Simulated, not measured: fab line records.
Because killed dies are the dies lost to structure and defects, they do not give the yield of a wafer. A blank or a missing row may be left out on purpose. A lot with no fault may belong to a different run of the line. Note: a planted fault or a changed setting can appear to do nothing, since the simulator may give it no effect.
fab line records	flow sky130
record lots=5	wafers=23
route steps=708 shown LOCAL_INTERCONNECT@387 CONTACT@410 METAL1@434 VIA1@473 VIA2@518
start_h: hours from the record's first day to the start of the lot's first wafer shown	wait_h: how many hours have passed since the lot's step before this one	" identical to the entry in the row above	L1.1+2: one row covering several wafers at once	- no value, or no start given	* or withheld: withheld	< > ~ a bound
route shown NAME@n: a module of which the file shows steps, and the number in the route of the first	usual: average and standard deviation across the fault-free wafers	same: alike in all rows	chamber/n: place in a boat	sites: each site's reading	_std_site: the values' standard deviation	_edge_site: mean of outer sites minus mean of inner sites	radius_mm: for every site, how far away it sits from the centre of the wafer	mask NAME#n: copy n	behind: the most recent tool/chamber to have shaped the wafer	hold: what put the lot on hold/how long, in hours/how the hold closed	device: transistor that didn't switch, given as n, p or np	end of line: the same wafers' tests at the end of the route	step lacking rows: just its recipe	killed: dies that structure and defects cost at the first sort, which is not the same as the wafer's yield	map: the dies of a wafer, with x for killed, . for not killed, _ for no die there
set.NAME: the setting the step ran with; set.NAME@STEP: the setting that earlier step ran with	model.NAME: the simulator's own value behind a step, which no gauge read
lots with deliberately changed settings; one table per step, one row per wafer
## steps
# step SKY_LOCAL_INTERCONNECT_SPUTTER_00
# recipe material=TiN	target_thk_nm=100	temp_c=300	power_w=6500	time_s=83.3	chamber_pressure_pa=0.4
lot.wafer	tool	chamber	start_h	wait_h	set.time_s	model.TiN_of_LOCAL_INTERCONNECT_SPUTTER_00.thk_nm
L074.1	pvd_sputter-01	-	661.11	0.2	83.3	99.28
L074.2	"	-	"	"	95.34	113.2
L074.3	"	-	"	"	95.34	112.6
L074.5	"	-	"	"	83.3	98.78
L074.6	"	-	"	"	95.34	113.3
L075.1	pvd_sputter-03	-	674.60	0.2	83.3	98.86
L075.3	"	-	"	"	91.83	110.4
L075.4	"	-	"	"	91.83	110.1
L075.5	"	-	"	"	83.3	99.71
L075.6	"	-	"	"	83.3	99.6
L077.1	pvd_sputter-01	-	706.59	0.2	88.63	105.2
L077.2	"	-	"	"	88.63	108
L077.4+5	"	-	"	"	83.3	101.3
L077.6	"	-	"	"	83.3	101.2
L081.1	pvd_sputter-03	-	730.28	0.1	83.3	99.97
L081.3	"	-	"	"	83.3	98.9
L081.4	"	-	"	"	83.3	99.07
L085.1	pvd_sputter-03	-	766.98	0.1	83.3	100.5
L085.2	"	-	"	"	79.26	94.98
L085.3	"	-	"	"	83.3	99.22
L085.4	"	-	"	"	83.3	100.4
L085.5	"	-	"	"	79.26	95.14
# step SKY_LOCAL_INTERCONNECT_RS_MEAS_01
# recipe thk_meas_gauge=four-point-probe	reads=TiN_of_LOCAL_INTERCONNECT_SPUTTER_00
# usual LOCAL_INTERCONNECT_TIN_RS=14.21/0.15
lot.wafer	tool	chamber	start_h	wait_h	set.time_s@LOCAL_INTERCONNECT_SPUTTER_00	LOCAL_INTERCONNECT_TIN_RS[ohm/sq]
L074.1	film_metro-02	-	661.17	0.0	83.3	14.26
L074.2	"	-	"	"	95.34	12.42
L074.3	"	-	"	"	95.34	12.51
L074.5	"	-	"	"	83.3	14.32
L074.6	"	-	"	"	95.34	12.39
L075.1	film_metro-04	-	674.67	0.0	83.3	14.31
L075.3	"	-	"	"	91.83	12.77
L075.4	"	-	"	"	91.83	12.76
L075.5	"	-	"	"	83.3	14.19
L075.6	"	-	"	"	83.3	14.20
L077.1	film_metro-03	-	706.65	0.0	88.63	13.39
L077.2	"	-	"	"	88.63	13.04
L077.4	"	-	"	"	83.3	13.94
L077.5	"	-	"	"	83.3	13.93
L077.6	"	-	"	"	83.3	13.97
L081.1	film_metro-04	-	730.34	0.0	83.3	14.16
L081.3	"	-	"	"	83.3	14.29
L081.4	"	-	"	"	83.3	14.29
L085.1	film_metro-03	-	767.04	0.0	83.3	14.06
L085.2	"	-	"	"	79.26	14.93
L085.3	"	-	"	"	83.3	14.26
L085.4	"	-	"	"	83.3	14.05
L085.5	"	-	"	"	79.26	14.89
# step SKY_LOCAL_INTERCONNECT_THK_MEAS_02
# recipe thk_meas_gauge=xrf	reads=TiN_of_LOCAL_INTERCONNECT_SPUTTER_00
# usual LOCAL_INTERCONNECT_TIN_THK=99.1/0.95
lot.wafer	tool	chamber	start_h	wait_h	set.time_s@LOCAL_INTERCONNECT_SPUTTER_00	LOCAL_INTERCONNECT_TIN_THK[nm]
L074.1	film_metro-02	-	661.29	0.1	83.3	98.4
L074.2	"	-	"	"	95.34	112.7
L074.3	"	-	"	"	95.34	112.2
L074.5	"	-	"	"	83.3	98.2
L074.6	"	-	"	"	95.34	112.8
L075.1	film_metro-04	-	674.79	0.1	83.3	98.5
L075.3	"	-	"	"	91.83	110.2
L075.4	"	-	"	"	91.83	109.5
L075.5	"	-	"	"	83.3	99.5
L075.6	"	-	"	"	83.3	99.3
L077.1	film_metro-03	-	706.77	0.1	88.63	105.0
L077.2	"	-	"	"	88.63	107.6
L077.4	"	-	"	"	83.3	100.2
L077.5	"	-	"	"	83.3	100.5
L077.6	"	-	"	"	83.3	100.5
L081.1	film_metro-04	-	730.46	0.1	83.3	99.2
L081.3	"	-	"	"	83.3	98.4
L081.4	"	-	"	"	83.3	98.6
L085.1	film_metro-03	-	767.16	0.1	83.3	100.0
L085.2	"	-	"	"	79.26	94.7
L085.3	"	-	"	"	83.3	99.0
L085.4	"	-	"	"	83.3	99.8
L085.5	"	-	"	"	79.26	94.4
# step SKY_LOCAL_INTERCONNECT_EXPOSE_08
# recipe mask_id=LI1M	na=0.8	source_shape=annular	sigma_inner=0.55	sigma_outer=0.85	target_cd_nm=170	dose_mj=28
lot.wafer	tool	chamber	start_h	wait_h	mask	set.dose_mj
L074.1+2+3+5+6	krf_scanner-02	0	-	-	LI1M#0	28
L075.1+3+6	krf_scanner-02	0	-	-	LI1M#0	26.21
L075.4+5	"	0	"	"	LI1M#0	28
L077.1+5	krf_scanner-01	0	-	-	LI1M#0	28
L077.2+4+6	"	0	"	"	LI1M#0	25.93
L081.1+3+4	krf_scanner-01	0	-	-	LI1M#0	28
L085.1+3+5	krf_scanner-02	0	-	-	LI1M#0	26.7
L085.2+4	"	0	"	"	LI1M#0	28
# step SKY_LOCAL_INTERCONNECT_PEB_09
# recipe peb_temp_c=withheld	peb_time_s=withheld	resist=KrF-thick
# step SKY_LOCAL_INTERCONNECT_DEVELOP_10
# recipe develop_time_s=60	resist=KrF-thick	dev_temp_c=21
# step SKY_LOCAL_INTERCONNECT_CD_MEAS_11
# recipe target_cd_nm=170
# usual cd_nm=170.6/1.4
lot.wafer	tool	chamber	start_h	wait_h	set.dose_mj@LOCAL_INTERCONNECT_EXPOSE_08	cd_nm
L074.1	cd_sem-02	-	690.52	-	28	168.4
L074.2	"	-	"	"	28	166.6
L074.3	"	-	"	"	28	168.3
L074.5	"	-	"	"	28	168.2
L074.6	"	-	"	"	28	168.3
L075.1	cd_sem-02	-	703.52	-	26.21	183.9
L075.3	"	-	"	"	26.21	184.5
L075.4	"	-	"	"	28	171.1
L075.5	"	-	"	"	28	171.1
L075.6	"	-	"	"	26.21	184.4
L077.1	cd_sem-01	-	733.82	-	28	169.2
L077.2	"	-	"	"	25.93	183.6
L077.4	"	-	"	"	25.93	183.8
L077.5	"	-	"	"	28	168.2
L077.6	"	-	"	"	25.93	184.3
L081.1	cd_sem-02	-	758.12	-	28	173.0
L081.3	"	-	"	"	28	171.5
L081.4	"	-	"	"	28	171.3
L085.1	cd_sem-01	-	793.07	-	26.7	180.0
L085.2	"	-	"	"	28	170.9
L085.3	"	-	"	"	26.7	179.9
L085.4	"	-	"	"	28	172.0
L085.5	"	-	"	"	26.7	180.2
# step SKY_LOCAL_INTERCONNECT_ETCH_13
# recipe chemistry=N2/H2	target=BARC	ion_energy_ev=200	bias_w=100	pressure_mtorr=30	n2_flow_sccm=100	h2_flow_sccm=200	icp_w=500	stop_on=SiO2	time_s=45.9	target_depth_a=600
lot.wafer	tool	chamber	start_h	wait_h	set.ion_energy_ev	set.dose_mj@LOCAL_INTERCONNECT_EXPOSE_08	model.LOCAL_INTERCONNECT.cd_nm
L074.1	rie_metal-02	1	690.67	0.0	176.7	28	168.8
L074.2	"	0	"	"	200	28	166.5
L074.3	"	1	"	"	176.7	28	168.7
L074.5	"	1	"	"	200	28	168.4
L074.6	"	0	"	"	200	28	167.6
L075.1	rie_metal-02	0	703.67	0.0	180.2	26.21	183.1
L075.3	"	0	"	"	180.2	26.21	183.7
L075.4	"	0	"	"	200	28	170.1
L075.5	"	0	"	"	180.2	28	170.3
L075.6	"	0	"	"	200	26.21	183.7
L077.1	rie_metal-03	1	733.97	0.0	213.9	28	169.5
L077.2	"	0	"	"	200	25.93	183.3
L077.4	"	1	"	"	213.9	25.93	184.5
L077.5	"	1	"	"	213.9	28	169.1
L077.6	"	0	"	"	200	25.93	184.1
L081.1	rie_metal-02	1	758.27	0.0	200	28	172.2
L081.3	"	0	"	"	200	28	170.6
L081.4	"	1	"	"	200	28	170.8
L085.1	rie_metal-03	1	793.22	0.0	200	26.7	181
L085.2	"	0	"	"	200	28	170
L085.3	"	1	"	"	200	26.7	180.4
L085.4	"	0	"	"	200	28	171.4
L085.5	"	1	"	"	200	26.7	180.9
# step SKY_LOCAL_INTERCONNECT_METAL_ETCH_14
# recipe target_depth_nm=110	stop_on=PSG	chemistry=Cl2/BCl3	target=TiN	resist_sidewall_deg=88	pressure_mtorr=10	icp_w=900	bias_w=48.5	Cl2_flow_sccm=60	bcl3_flow_sccm=30	time_s=31.4
# usual oes_product_au=0.938/0.007
lot.wafer	tool	chamber	start_h	wait_h	set.time_s@LOCAL_INTERCONNECT_SPUTTER_00	oes_product_au
L074.1	rie_metal-02	1	690.74	0.0	83.3	0.936
L074.2	"	0	"	"	95.34	1.007
L074.3	"	1	"	"	95.34	1.009
L074.5	"	1	"	"	83.3	0.938
L074.6	"	0	"	"	95.34	1.014
L075.1	rie_metal-02	0	703.80	0.1	83.3	0.934
L075.3	"	0	"	"	91.83	0.993
L075.4	"	0	"	"	91.83	0.992
L075.5	"	0	"	"	83.3	0.938
L075.6	"	0	"	"	83.3	0.937
L077.1	rie_metal-03	1	734.04	0.0	88.63	0.965
L077.2	"	0	"	"	88.63	0.995
L077.4	"	1	"	"	83.3	0.949
L077.5	"	1	"	"	83.3	0.950
L077.6	"	0	"	"	83.3	0.949
L081.1	rie_metal-02	1	758.34	0.0	83.3	0.946
L081.3	"	0	"	"	83.3	0.938
L081.4	"	1	"	"	83.3	0.940
L085.1	rie_metal-03	1	793.29	0.0	83.3	0.943
L085.2	"	0	"	"	79.26	0.918
L085.3	"	1	"	"	83.3	0.930
L085.4	"	0	"	"	83.3	0.937
L085.5	"	1	"	"	79.26	0.909
# step SKY_CONTACT_CMP_04
# recipe material=SiO2	down_force_psi=4	platen_rpm=60	pad_velocity_m_s=0.94248
lot.wafer	tool	chamber	start_h	wait_h	set.leave_above_ref_nm	model.SiO2_of_CONTACT_HDPCVD_02.thk_nm
L074.2+1+5	cmp-02	2,0,2	691.60	0.0	340	-
L074.3	"	3	"	"	340	339.3
L074.6	"	3	"	"	340	339
L075.1+4	cmp-01	3,1	704.71	0.1	319.4	-
L075.3	"	0	"	"	319.4	320.5
L075.6	"	3	"	"	340	-
L075.5	"	0	"	"	340	339.7
L077.4	cmp-02	0	734.94	0.0	340	338.9
L077.1	"	2	"	"	340	339.8
L077.2	"	3	"	"	340	340.8
L077.5+6	"	0,1	"	"	340	-
L081.3	cmp-01	2	759.27	0.1	340	340.8
L081.4	"	3	"	"	340	339.4
L081.1	"	0	"	"	340	339.8
L085.3	cmp-02	2	794.17	0.0	340	339.5
L085.4	"	3	"	"	360	359.6
L085.2	"	0	"	"	340	337.7
L085.1	"	1	"	"	360	358.1
L085.5	"	3	"	"	360	360
# step SKY_CONTACT_EXPOSE_11
# recipe mask_id=CTM1	na=0.8	source_shape=annular	sigma_inner=0.55	sigma_outer=0.85	target_cd_nm=170	dose_mj=38
lot.wafer	tool	chamber	start_h	wait_h	mask	set.dose_mj
L074.1+2+3	krf_scanner-01	0	-	-	CTM1#0	38
L074.5+6	"	0	"	"	CTM1#0	40.81
L075.1+5	krf_scanner-02	0	-	-	CTM1#0	38
L075.3+4+6	"	0	"	"	CTM1#0	38.84
L077.1+2+5	krf_scanner-02	0	-	-	CTM1#0	36.22
L077.4+6	"	0	"	"	CTM1#0	38
L081.1+3+4	krf_scanner-02	0	-	-	CTM1#0	38
L085.1+3	krf_scanner-02	0	-	-	CTM1#0	38
L085.2+4+5	"	0	"	"	CTM1#0	36.96
# step SKY_CONTACT_PEB_12
# recipe peb_temp_c=withheld	peb_time_s=withheld	resist=KrF-thick
# step SKY_CONTACT_DEVELOP_13
# recipe develop_time_s=60	resist=KrF-thick	dev_temp_c=21
# step SKY_CONTACT_CD_MEAS_14
# recipe target_cd_nm=170
# usual cd_nm=170.7/1.7
lot.wafer	tool	chamber	start_h	wait_h	set.dose_mj@CONTACT_EXPOSE_11	cd_nm
L074.1	cd_sem-02	-	720.62	-	38	171.0
L074.2	"	-	"	"	38	171.2
L074.3	"	-	"	"	38	172.9
L074.5	"	-	"	"	40.81	185.0
L074.6	"	-	"	"	40.81	186.1
L075.1	cd_sem-01	-	732.55	-	38	170.9
L075.3	"	-	"	"	38.84	175.7
L075.4	"	-	"	"	38.84	175.6
L075.5	"	-	"	"	38	171.2
L075.6	"	-	"	"	38.84	175.0
L077.1	cd_sem-02	-	762.22	-	36.22	165.8
L077.2	"	-	"	"	36.22	163.4
L077.4	"	-	"	"	38	173.3
L077.5	"	-	"	"	36.22	163.3
L077.6	"	-	"	"	38	173.1
L081.1	cd_sem-02	-	786.32	-	38	170.1
L081.3	"	-	"	"	38	171.0
L081.4	"	-	"	"	38	169.6
L085.1	cd_sem-02	-	820.35	-	38	169.3
L085.2	"	-	"	"	36.96	165.2
L085.3	"	-	"	"	38	168.6
L085.4	"	-	"	"	36.96	165.0
L085.5	"	-	"	"	36.96	164.4
# step SKY_CONTACT_ETCH_16
# recipe chemistry=N2/H2	target=BARC	ion_energy_ev=200	source_w=500	bias_w=100	pressure_mtorr=30	n2_flow_sccm=100	h2_flow_sccm=200	stop_on=SiO2	time_s=45.9	target_depth_a=600
lot.wafer	tool	chamber	start_h	wait_h	set.dose_mj@CONTACT_EXPOSE_11	model.CONTACT.cd_nm
L074.1	rie_diel-01	1	720.77	0.0	38	170.3
L074.2	"	2	"	"	38	172.1
L074.3	"	0	"	"	38	172
L074.5	"	2	"	"	40.81	185.9
L074.6	"	3	"	"	40.81	186.6
L075.1	rie_diel-02	0	732.70	0.0	38	168.8
L075.3	"	2	"	"	38.84	176.5
L075.4	"	3	"	"	38.84	174.8
L075.5	"	3	"	"	38	170.7
L075.6	"	2	"	"	38.84	175.8
L077.1	rie_diel-02	0	762.37	0.0	36.22	164.5
L077.2	"	2	"	"	36.22	164.4
L077.4	"	1	"	"	38	173.2
L077.5	"	2	"	"	36.22	164.9
L077.6	"	3	"	"	38	172.9
L081.1	rie_diel-01	1	786.47	0.0	38	170.1
L081.3	"	2	"	"	38	171.5
L081.4	"	3	"	"	38	170
L085.1	rie_diel-04	2	820.50	0.0	38	169.1
L085.2	"	0	"	"	36.96	165.4
L085.3	"	3	"	"	38	169.3
L085.4	"	0	"	"	36.96	165.5
L085.5	"	2	"	"	36.96	164.4
# step SKY_CONTACT_ETCH_17
# recipe target=SiO2	chemistry=C4F8/O2/Ar	stop_on=Si3N4	mask_material=KrF-thick	source_w=1500	bias_w=1200	pressure_mtorr=40	c4f8_flow_sccm=withheld	O2_flow_sccm=6	Ar_flow_sccm=300	time_s=withheld	target_depth_a=3400
lot.wafer	tool	chamber	start_h	wait_h	set.leave_above_ref_nm@CONTACT_CMP_04	set.dose_mj@CONTACT_EXPOSE_11	model.CONTACT.cd_nm	model.CONTACT.feature_depth_nm
L074.1	rie_diel-01	1	720.82	0.0	340	38	170	338.5
L074.2	"	2	"	"	340	38	171.9	339.9
L074.3	"	0	"	"	340	38	171.8	339.3
L074.5	"	2	"	"	340	40.81	186	341.8
L074.6	"	3	"	"	340	40.81	186.5	339
L075.1	rie_diel-02	0	732.74	0.0	319.4	38	168.7	317.8
L075.3	"	2	"	"	319.4	38.84	176.6	320.5
L075.4	"	3	"	"	319.4	38.84	174.6	319.4
L075.5	"	3	"	"	340	38	170.3	339.7
L075.6	"	2	"	"	340	38.84	175.8	341.4
L077.1	rie_diel-02	0	762.42	0.0	340	36.22	164.5	339.8
L077.2	"	2	"	"	340	36.22	164.5	340.8
L077.4	"	1	"	"	340	38	173.3	338.9
L077.5	"	2	"	"	340	36.22	165.1	339.5
L077.6	"	3	"	"	340	38	172.6	340
L081.1	rie_diel-01	1	786.52	0.0	340	38	169.7	339.8
L081.3	"	2	"	"	340	38	171.4	340.8
L081.4	"	3	"	"	340	38	169.9	339.4
L085.1	rie_diel-04	2	820.54	0.0	360	38	168.7	358.1
L085.2	"	0	"	"	340	36.96	165.1	337.7
L085.3	"	3	"	"	340	38	169.1	339.5
L085.4	"	0	"	"	360	36.96	165.1	359.6
L085.5	"	2	"	"	360	36.96	164.2	360
# step SKY_METAL1_SPUTTER_00
# recipe material=Ti	target_thk_nm=15	power_w=3000	time_s=10	chamber_pressure_pa=0.4
lot.wafer	tool	chamber	start_h	wait_h	set.time_s	model.Ti_of_METAL1_SPUTTER_00.thk_nm
L074.1	pvd_sputter-03	-	722.22	0.2	8.749	12.8
L074.2	"	-	"	"	8.749	12.66
L074.3	"	-	"	"	10	14.66
L074.5	"	-	"	"	8.749	12.82
L074.6	"	-	"	"	10	14.59
L075.1	pvd_sputter-04	-	734.11	0.2	10.58	15.57
L075.3	"	-	"	"	10	14.47
L075.4	"	-	"	"	10.58	15.77
L075.5	"	-	"	"	10	14.4
L075.6	"	-	"	"	10.58	15.62
L077.1	pvd_sputter-04	-	763.76	0.2	10	14.77
L077.2	"	-	"	"	10	14.68
L077.4	"	-	"	"	10	14.73
L077.5	"	-	"	"	8.785	13.07
L077.6	"	-	"	"	8.785	13.11
L081.1	pvd_sputter-04	-	787.95	0.2	10	14.86
L081.3	"	-	"	"	10	14.83
L081.4	"	-	"	"	10	14.93
L085.1	pvd_sputter-02	-	821.88	0.2	10	15.16
L085.2	"	-	"	"	10	15.01
L085.3	"	-	"	"	10	14.97
L085.4	"	-	"	"	10	15.25
L085.5	"	-	"	"	10	14.99
# step SKY_METAL1_ETCH_18
# recipe chemistry=N2/H2	target=BARC	ion_energy_ev=200	bias_w=100	pressure_mtorr=30	n2_flow_sccm=100	h2_flow_sccm=200	icp_w=500	stop_on=SiO2	time_s=45.9	target_depth_a=600
lot.wafer	tool	chamber	start_h	wait_h	set.icp_w	model.KrF-thick_of_METAL1_COAT_10.thk_nm
L074.1+5	rie_metal-02	1,0	749.61	0.0	534.9	-
L074.2	"	0	"	"	500	-
L074.3	"	1	"	"	500	391.4
L074.6	"	1	"	"	500	392.4
L075.1+4	rie_metal-01	1	762.05	0.0	500	-
L075.3	"	0	"	"	479.7	392.8
L075.5	"	1	"	"	500	391.5
L075.6	"	0	"	"	479.7	-
L077.1	rie_metal-02	1	790.80	0.0	451	395.8
L077.2	"	0	"	"	451	395.7
L077.4	"	1	"	"	500	390.2
L077.5	"	1	"	"	500	-
L077.6	"	0	"	"	451	-
L081.1	rie_metal-01	0	814.65	0.0	500	392
L081.3	"	1	"	"	500	392.5
L081.4	"	0	"	"	500	392.8
L085.1	rie_metal-02	1	849.35	0.0	474.3	390.4
L085.2	"	0	"	"	500	388.9
L085.3	"	1	"	"	500	390.4
L085.4	"	0	"	"	474.3	392.7
L085.5	"	0	"	"	500	388.4
# step SKY_VIA1_ETCH_15
# recipe target=SiO2	chemistry=C4F8/O2/Ar	target_depth_nm=351	stop_on=TiN	mask_material=KrF-thick	source_w=1500	bias_w=1200	pressure_mtorr=40	c4f8_flow_sccm=withheld	O2_flow_sccm=6	Ar_flow_sccm=300	time_s=54
lot.wafer	tool	chamber	start_h	wait_h	set.time_s	model.VIA1.feature_depth_nm	model.KrF-thick_of_VIA1_COAT_07.thk_nm
L074.1	rie_diel-03	1	778.21	0.0	48.73	309.2	337.6
L074.2	"	3	"	"	54	344.4	331.6
L074.3	"	0	"	"	54	343.8	331
L074.5	"	1	"	"	48.73	309.9	339.3
L074.6	"	2	"	"	48.73	319	336.9
L075.1	rie_diel-01	0	789.63	0.0	49.32	315.4	335
L075.3	"	2	"	"	49.32	321.2	334.6
L075.4	"	1	"	"	54	343.5	327.6
L075.5	"	3	"	"	49.32	320.6	333.7
L075.6	"	2	"	"	54	341.4	328.7
L077.1	rie_diel-01	0	818.46	0.0	54	344	331.2
L077.2	"	3	"	"	54	343.9	329
L077.4	"	2	"	"	54	344	330.4
L077.5	"	0	"	"	54	345.1	330.6
L077.6	"	3	"	"	54	344.7	327.6
L081.1	rie_diel-04	1	842.73	0.0	54	344.7	326.6
L081.3	"	0	"	"	54	344.1	325.5
L081.4	"	3	"	"	54	343.1	325.7
L085.1	rie_diel-03	2	876.96	0.0	54	344.8	326.6
L085.2	"	0	"	"	54	339.5	331.5
L085.3	"	3	"	"	54	346.7	328.1
L085.4	"	1	"	"	54	342.1	331.9
L085.5	"	1	"	"	54	341.4	330.7
# step SKY_VIA2_DEVELOP_11
# recipe develop_time_s=60	resist=KrF-thick	dev_temp_c=21
lot.wafer	tool	chamber	start_h	wait_h	set.dev_temp_c
L074.1+2+3	litho_track-03	0	-	-	17.63
L074.5+6	"	0	"	"	21
L075.1+3+4+5+6	litho_track-03	0	-	-	21
L077.1+2	litho_track-01	0	-	-	22.52
L077.4+5+6	"	0	"	"	21
L081.1+3+4	litho_track-03	0	-	-	21
L085.1+2+4	litho_track-01	0	-	-	24.3
L085.3+5	"	0	"	"	21
# step SKY_VIA2_CD_MEAS_12
# recipe target_cd_nm=200
# usual cd_nm=199.3/1.3
lot.wafer	tool	chamber	start_h	wait_h	set.dev_temp_c@VIA2_DEVELOP_11	cd_nm
L074.1	cd_sem-02	-	835.15	-	17.63	196.8
L074.2	"	-	"	"	17.63	197.9
L074.3	"	-	"	"	17.63	196.7
L074.5	"	-	"	"	21	200.3
L074.6	"	-	"	"	21	199.8
L075.1	cd_sem-02	-	844.55	-	21	199.5
L075.3	"	-	"	"	21	199.3
L075.4	"	-	"	"	21	198.8
L075.5	"	-	"	"	21	200.1
L075.6	"	-	"	"	21	198.4
L077.1	cd_sem-02	-	875.17	-	22.52	199.8
L077.2	"	-	"	"	22.52	199.8
L077.4	"	-	"	"	21	196.8
L077.5	"	-	"	"	21	197.5
L077.6	"	-	"	"	21	197.1
L081.1	cd_sem-01	-	898.45	-	21	197.2
L081.3	"	-	"	"	21	198.4
L081.4	"	-	"	"	21	197.7
L085.1	cd_sem-02	-	930.87	-	24.3	203.9
L085.2	"	-	"	"	24.3	203.8
L085.3	"	-	"	"	21	201.6
L085.4	"	-	"	"	24.3	203.3
L085.5	"	-	"	"	21	199.8
## key
split step=SKY_LOCAL_INTERCONNECT_SPUTTER_00	setting=time_s	stated=83.3	by=wafer
response step=SKY_LOCAL_INTERCONNECT_SPUTTER_00	reading=model.TiN_of_LOCAL_INTERCONNECT_SPUTTER_00.thk_nm	change=+0.983	per=1%	r=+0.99
response step=SKY_LOCAL_INTERCONNECT_RS_MEAS_01	reading=LOCAL_INTERCONNECT_TIN_RS	change=-0.133	per=1%	r=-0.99
response step=SKY_LOCAL_INTERCONNECT_THK_MEAS_02	reading=LOCAL_INTERCONNECT_TIN_THK	change=+1	per=1%	r=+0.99
response step=SKY_LOCAL_INTERCONNECT_METAL_ETCH_14	reading=oes_product_au	change=+0.00513	per=1%	r=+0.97
split step=SKY_LOCAL_INTERCONNECT_EXPOSE_08	setting=dose_mj	stated=28	by=wafer
response step=SKY_LOCAL_INTERCONNECT_CD_MEAS_11	reading=cd_nm	change=-2.02	per=1%	r=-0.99
response step=SKY_LOCAL_INTERCONNECT_ETCH_13	reading=model.LOCAL_INTERCONNECT.cd_nm	change=-2.05	per=1%	r=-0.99
split step=SKY_LOCAL_INTERCONNECT_ETCH_13	setting=ion_energy_ev	stated=200	by=wafer
response none clear
split step=SKY_CONTACT_CMP_04	setting=leave_above_ref_nm	stated=340	by=wafer
response step=SKY_CONTACT_CMP_04	reading=model.SiO2_of_CONTACT_HDPCVD_02.thk_nm	change=+3.41	per=1%	r=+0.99
response step=SKY_CONTACT_ETCH_17	reading=model.CONTACT.feature_depth_nm	change=+3.51	per=1%	r=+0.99
split step=SKY_CONTACT_EXPOSE_11	setting=dose_mj	stated=38	by=wafer
response step=SKY_CONTACT_CD_MEAS_14	reading=cd_nm	change=+1.86	per=1%	r=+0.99
response step=SKY_CONTACT_ETCH_16	reading=model.CONTACT.cd_nm	change=+1.95	per=1%	r=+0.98
response step=SKY_CONTACT_ETCH_17	reading=model.CONTACT.cd_nm	change=+1.96	per=1%	r=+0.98
split step=SKY_METAL1_SPUTTER_00	setting=time_s	stated=10	by=wafer
response step=SKY_METAL1_SPUTTER_00	reading=model.Ti_of_METAL1_SPUTTER_00.thk_nm	change=+0.149	per=1%	r=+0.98
split step=SKY_METAL1_ETCH_18	setting=icp_w	stated=500	by=wafer
response step=SKY_METAL1_ETCH_18	reading=model.KrF-thick_of_METAL1_COAT_10.thk_nm	change=-0.511	per=1%	r=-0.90
split step=SKY_VIA1_ETCH_15	setting=time_s	stated=54	by=wafer
response step=SKY_VIA1_ETCH_15	reading=model.VIA1.feature_depth_nm	change=+2.99	per=1%	r=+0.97
response step=SKY_VIA1_ETCH_15	reading=model.KrF-thick_of_VIA1_COAT_07.thk_nm	change=-0.702	per=1%	r=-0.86
split step=SKY_VIA2_DEVELOP_11	setting=dev_temp_c	stated=21	by=wafer
response step=SKY_VIA2_CD_MEAS_12	reading=cd_nm	change=+0.202	per=1%	r=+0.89
